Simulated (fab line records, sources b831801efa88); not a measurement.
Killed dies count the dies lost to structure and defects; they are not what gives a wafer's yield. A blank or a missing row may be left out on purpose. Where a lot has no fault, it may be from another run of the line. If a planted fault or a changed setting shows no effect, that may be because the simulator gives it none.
Matching of chambers / flow sky130 / 4 sister chambers for SKY_VIA2_ETCH_15 on rie diel-01
The step etches SiO2 in C4F8/O2/Ar, stops on TiN, target depth 546 nm, time 84 s. 18 wafers are shown with their chamber, then 9 later ones without.

WAFERS WITH THEIR CHAMBER
wafer=L076.2; chamber=2; oes product au (a.u.)=0.936
wafer=L076.3; chamber=0; oes product au (a.u.)=0.944
wafer=L076.4; chamber=0; oes product au (a.u.)=0.938
wafer=L078.1; chamber=1; oes product au (a.u.)=0.931
wafer=L078.5; chamber=1; oes product au (a.u.)=0.941
wafer=L078.6; chamber=2; oes product au (a.u.)=0.928
wafer=L079.2; chamber=0; oes product au (a.u.)=0.936
wafer=L079.3; chamber=1; oes product au (a.u.)=0.937
wafer=L079.5; chamber=0; oes product au (a.u.)=0.941
wafer=L084.3; chamber=1; oes product au (a.u.)=0.951
wafer=L084.4; chamber=3; oes product au (a.u.)=0.931
wafer=L084.5; chamber=0; oes product au (a.u.)=0.933
wafer=L090.1; chamber=2; oes product au (a.u.)=0.949
wafer=L090.4; chamber=0; oes product au (a.u.)=0.941
wafer=L090.5; chamber=0; oes product au (a.u.)=0.941
wafer=L093.3; chamber=2; oes product au (a.u.)=0.942
wafer=L093.4; chamber=0; oes product au (a.u.)=0.948
wafer=L093.6; chamber=2; oes product au (a.u.)=0.946

SIGNATURES, as means of the wafers listed above
reading=oes product au; chamber 0=0.94025; chamber 1=0.94000; chamber 2=0.94020; chamber 3=0.93100; scatter within a chamber=0.00678
Rule: a wafer lies at a distance from a chamber equal to the root of the sum of squares, over the readings, of (its reading less the chamber's mean, divided by the reading's scatter). The wafer belongs to the nearest chamber; if the next one is less than 2 further off, it can't be placed. The scatter is the square root of a quotient: the sum, over the shown wafers, of each reading's squared deviation from its chamber's mean, divided by wafers minus chambers.

WAFERS WITH NO CHAMBER GIVEN
wafer=L095.1; oes product au (a.u.)=0.935
wafer=L095.2; oes product au (a.u.)=0.943
wafer=L095.3; oes product au (a.u.)=0.945
wafer=L095.4; oes product au (a.u.)=0.940
wafer=L095.5; oes product au (a.u.)=0.940
wafer=L095.6; oes product au (a.u.)=0.945
wafer=L097.1; oes product au (a.u.)=0.938
wafer=L097.4; oes product au (a.u.)=0.941
wafer=L097.6; oes product au (a.u.)=0.944

WHICH CHAMBER EACH ONE RAN IN
wafer=L095.1; from the rows above=can't be placed: 3 or 1 or 2 or 0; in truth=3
wafer=L095.2; from the rows above=can't be placed: 0 or 2 or 1 or 3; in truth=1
wafer=L095.3; from the rows above=can't be placed: 0 or 2 or 1 or 3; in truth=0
wafer=L095.4; from the rows above=can't be placed: 1 or 2 or 0 or 3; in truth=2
wafer=L095.5; from the rows above=can't be placed: 1 or 2 or 0 or 3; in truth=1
wafer=L095.6; from the rows above=can't be placed: 0 or 2 or 1 or 3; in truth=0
wafer=L097.1; from the rows above=can't be placed: 1 or 2 or 0 or 3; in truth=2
wafer=L097.4; from the rows above=can't be placed: 0 or 2 or 1 or 3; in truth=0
wafer=L097.6; from the rows above=can't be placed: 0 or 2 or 1 or 3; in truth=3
Correctly placed: 0 of 9. Unplaceable from these rows: 9, with the true chamber sitting among the candidates in 9. 0 placed wrongly.
